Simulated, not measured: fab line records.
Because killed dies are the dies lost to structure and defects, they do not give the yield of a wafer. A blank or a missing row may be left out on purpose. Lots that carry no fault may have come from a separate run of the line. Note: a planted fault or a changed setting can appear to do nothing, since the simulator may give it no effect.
The tool behind it: which one? / flow gf180mcu / 12 lots, 36 wafers sampled, at 4 steps of a route of 602

## WHAT EACH GAUGE READ, for each wafer
GF_M1_CD_MEAS_14: target cd 230 nm. Usual: cd-nm reads 230.3 nm (standard deviation 1.3).
lot=L580; measured=day 16 18:16; on=cd-sem-01; cd-nm (nm)=229.8 229.3 231.8; flag=
lot=L582; measured=day 17 22:47; on=cd-sem-02; cd-nm (nm)=229.2 227.9 228.5; flag=
lot=L583; measured=day 18 11:14; on=cd-sem-01; cd-nm (nm)=229.7 229.4 229.0; flag=
lot=L587; measured=day 20 05:09; on=cd-sem-02; cd-nm (nm)=230.5 230.4 230.7; flag=
lot=L588; measured=day 20 05:16; on=cd-sem-01; cd-nm (nm)=230.0 230.4 231.9; flag=
lot=L594; measured=day 22 06:32; on=cd-sem-02; cd-nm (nm)=230.6 231.8 231.0; flag=
lot=L596; measured=day 23 03:07; on=cd-sem-01; cd-nm (nm)=227.6 230.0 228.4; flag=
lot=L598; measured=day 23 20:02; on=cd-sem-01; cd-nm (nm)=232.2 231.8 230.1; flag=
lot=L599; measured=day 23 22:32; on=cd-sem-02; cd-nm (nm)=231.5 230.0 228.9; flag=
lot=L600; measured=day 24 11:17; on=cd-sem-02; cd-nm (nm)=228.9 228.7 229.0; flag=
lot=L601; measured=day 24 18:20; on=cd-sem-01; cd-nm (nm)=230.5 231.6 231.5; flag=
lot=L603; measured=day 25 01:04; on=cd-sem-02; cd-nm (nm)=231.3 231.0 230.6; flag=

GF_V4_THK_MEAS_03. Usual: for V4_CVD_02_THK the level is 850 nm and the standard deviation is 13.
lot=L580; measured=day 23 03:44; on=film-metro-01; V4_CVD_02_THK (nm)=852 865 872; flag=
lot=L582; measured=day 24 07:01; on=film-metro-02; V4_CVD_02_THK (nm)=857 859 881; flag=
lot=L583; measured=day 24 18:34; on=film-metro-03; V4_CVD_02_THK (nm)=840 847 863; flag=
lot=L587; measured=day 26 06:20; on=film-metro-03; V4_CVD_02_THK (nm)=667 668 684; flag=OFF
lot=L588; measured=day 26 08:31; on=film-metro-01; V4_CVD_02_THK (nm)=651 659 664; flag=OFF
lot=L594; measured=day 27 23:43; on=film-metro-01; V4_CVD_02_THK (nm)=841 828 858; flag=
lot=L596; measured=day 28 20:28; on=film-metro-01; V4_CVD_02_THK (nm)=841 880 860; flag=
lot=L598; measured=day 29 09:17; on=film-metro-03; V4_CVD_02_THK (nm)=849 838 850; flag=
lot=L599; measured=day 29 13:00; on=film-metro-03; V4_CVD_02_THK (nm)=834 827 846; flag=
lot=L600; measured=day 29 21:45; on=film-metro-03; V4_CVD_02_THK (nm)=846 857 865; flag=
lot=L601; measured=day 30 03:24; on=film-metro-02; V4_CVD_02_THK (nm)=842 840 847; flag=
lot=L603; measured=day 30 10:50; on=film-metro-02; V4_CVD_02_THK (nm)=851 859 861; flag=

## EACH LOT AND THE TOOL THAT RAN IT (in order: tool; ch and the chambers of the sampled wafers; start)
lot=L580; GF_M4_STRIP_17=plasma-asher-03 ch 0, day 23 02:59; GF_V4_CVD_02=pecvd-04 ch 0,1, day 23 03:40
lot=L582; GF_M4_STRIP_17=plasma-asher-03 ch 0,1, day 24 05:56; GF_V4_CVD_02=pecvd-04 ch 0,1, day 24 06:55
lot=L583; GF_M4_STRIP_17=plasma-asher-03 ch 0,1, day 24 17:29; GF_V4_CVD_02=pecvd-01 ch 0,1, day 24 18:30
lot=L587; GF_M4_STRIP_17=plasma-asher-03 ch 0,1, day 26 05:32; GF_V4_CVD_02=pecvd-04 ch 1,2, day 26 06:16
lot=L588; GF_M4_STRIP_17=plasma-asher-02 ch 0,1, day 26 07:44; GF_V4_CVD_02=pecvd-04 ch 0,2, day 26 08:26
lot=L594; GF_M4_STRIP_17=plasma-asher-01 ch 0, day 27 22:57; GF_V4_CVD_02=pecvd-02 ch 0,1,2, day 27 23:38
lot=L596; GF_M4_STRIP_17=plasma-asher-01 ch 0,1, day 28 19:26; GF_V4_CVD_02=pecvd-01 ch 0,2, day 28 20:23
lot=L598; GF_M4_STRIP_17=plasma-asher-01 ch 0,1, day 29 08:29; GF_V4_CVD_02=pecvd-02 ch 1,2, day 29 09:13
lot=L599; GF_M4_STRIP_17=plasma-asher-02 ch 0,1, day 29 12:15; GF_V4_CVD_02=pecvd-01 ch 0,1, day 29 12:56
lot=L600; GF_M4_STRIP_17=plasma-asher-02 ch 0,1, day 29 21:00; GF_V4_CVD_02=pecvd-01 ch 0,1, day 29 21:41
lot=L601; GF_M4_STRIP_17=plasma-asher-03 ch 1, day 30 02:39; GF_V4_CVD_02=pecvd-02 ch 0,1, day 30 03:20
lot=L603; GF_M4_STRIP_17=plasma-asher-01 ch 0,1, day 30 10:03; GF_V4_CVD_02=pecvd-04 ch 1,2, day 30 10:44
- GF_M4_STRIP_17: strips in O2/N2.
- GF_V4_CVD_02: deposits SiO2 from TEOS, target thk 850 nm, time 94.851 s.

## AS READ BY THE TOOLS THEMSELVES (means over the sampled wafers that have a number; for cases with no such wafer, the mark the record gives instead)
GF_M4_STRIP_17. Usual: drypump-motor-current-A 5.9 A, standard deviation 0.31; heater-power-w 333 W, standard deviation 21; oes-product-au 0.559 a.u., standard deviation 0.005; strip-time-to-endpoint-s 7.89 s, standard deviation 0.054.
lot=L580; tool=plasma-asher-03; drypump-motor-current-A (A)=6.1; heater-power-w (W)=326; oes-product-au (a.u.)=0.561; strip-time-to-endpoint-s (s)=7.87; flag=
lot=L582; tool=plasma-asher-03; drypump-motor-current-A (A)=5.9; heater-power-w (W)=337; oes-product-au (a.u.)=0.555; strip-time-to-endpoint-s (s)=7.87; flag=
lot=L583; tool=plasma-asher-03; drypump-motor-current-A (A)=5.7; heater-power-w (W)=349; oes-product-au (a.u.)=0.555; strip-time-to-endpoint-s (s)=7.86; flag=
lot=L587; tool=plasma-asher-03; drypump-motor-current-A (A)=5.9; heater-power-w (W)=333; oes-product-au (a.u.)=0.558; strip-time-to-endpoint-s (s)=7.85; flag=
lot=L588; tool=plasma-asher-02; drypump-motor-current-A (A)=6.2; heater-power-w (W)=333; oes-product-au (a.u.)=0.558; strip-time-to-endpoint-s (s)=7.90; flag=
lot=L594; tool=plasma-asher-01; drypump-motor-current-A (A)=5.6; heater-power-w (W)=350; oes-product-au (a.u.)=0.558; strip-time-to-endpoint-s (s)=7.90; flag=
lot=L596; tool=plasma-asher-01; drypump-motor-current-A (A)=5.7; heater-power-w (W)=333; oes-product-au (a.u.)=0.555; strip-time-to-endpoint-s (s)=7.89; flag=
lot=L598; tool=plasma-asher-01; drypump-motor-current-A (A)=5.7; heater-power-w (W)=341; oes-product-au (a.u.)=0.554; strip-time-to-endpoint-s (s)=7.83; flag=
lot=L599; tool=plasma-asher-02; drypump-motor-current-A (A)=6.1; heater-power-w (W)=319; oes-product-au (a.u.)=0.561; strip-time-to-endpoint-s (s)=7.94; flag=
lot=L600; tool=plasma-asher-02; drypump-motor-current-A (A)=6.2; heater-power-w (W)=337; oes-product-au (a.u.)=0.556; strip-time-to-endpoint-s (s)=7.88; flag=
lot=L601; tool=plasma-asher-03; drypump-motor-current-A (A)=5.5; heater-power-w (W)=355; oes-product-au (a.u.)=0.560; strip-time-to-endpoint-s (s)=7.89; flag=
lot=L603; tool=plasma-asher-01; drypump-motor-current-A (A)=5.7; heater-power-w (W)=335; oes-product-au (a.u.)=0.561; strip-time-to-endpoint-s (s)=7.90; flag=

GF_V4_CVD_02. Usual: heater-power-w reads 686 W (standard deviation 92).
lot=L580; tool=pecvd-04; heater-power-w (W)=755; flag=
lot=L582; tool=pecvd-04; heater-power-w (W)=838; flag=
lot=L583; tool=pecvd-01; heater-power-w (W)=669; flag=
lot=L587; tool=pecvd-04; heater-power-w (W)=715; flag=
lot=L588; tool=pecvd-04; heater-power-w (W)=724; flag=
lot=L594; tool=pecvd-02; heater-power-w (W)=715; flag=
lot=L596; tool=pecvd-01; heater-power-w (W)=650; flag=
lot=L598; tool=pecvd-02; heater-power-w (W)=644; flag=
lot=L599; tool=pecvd-01; heater-power-w (W)=669; flag=
lot=L600; tool=pecvd-01; heater-power-w (W)=681; flag=
lot=L601; tool=pecvd-02; heater-power-w (W)=763; flag=
lot=L603; tool=pecvd-04; heater-power-w (W)=635; flag=

## THE ANSWER, worked out from the rows above alone
Rule: take the mean of a lot's wafers that have a number; if it is more than 3 standard deviations from the usual mean, the lot is off. A lot without any number at a reading at which 4 lots or more have one is off too. Any other lot the step has rows for is counted as sound. After the gauges, taken in route order, come the tools' own readings; for these a lot's mean is taken, as printed above. The first step at which some lot is off is used, and at that step the reading that is off furthest; a lot without a number counts as furthest.
Off: L587, L588, seen at GF_V4_THK_MEAS_03 (V4_CVD_02_THK).
A tool fits if, at a process step before that reading, it ran every lot that is off, and no sound lot after the first of them. Those tools and the gauges at GF_V4_THK_MEAS_03 are tried in the same way. None of those tried fits.

## WHAT HAD BEEN PUT IN BY THE SIMULATOR
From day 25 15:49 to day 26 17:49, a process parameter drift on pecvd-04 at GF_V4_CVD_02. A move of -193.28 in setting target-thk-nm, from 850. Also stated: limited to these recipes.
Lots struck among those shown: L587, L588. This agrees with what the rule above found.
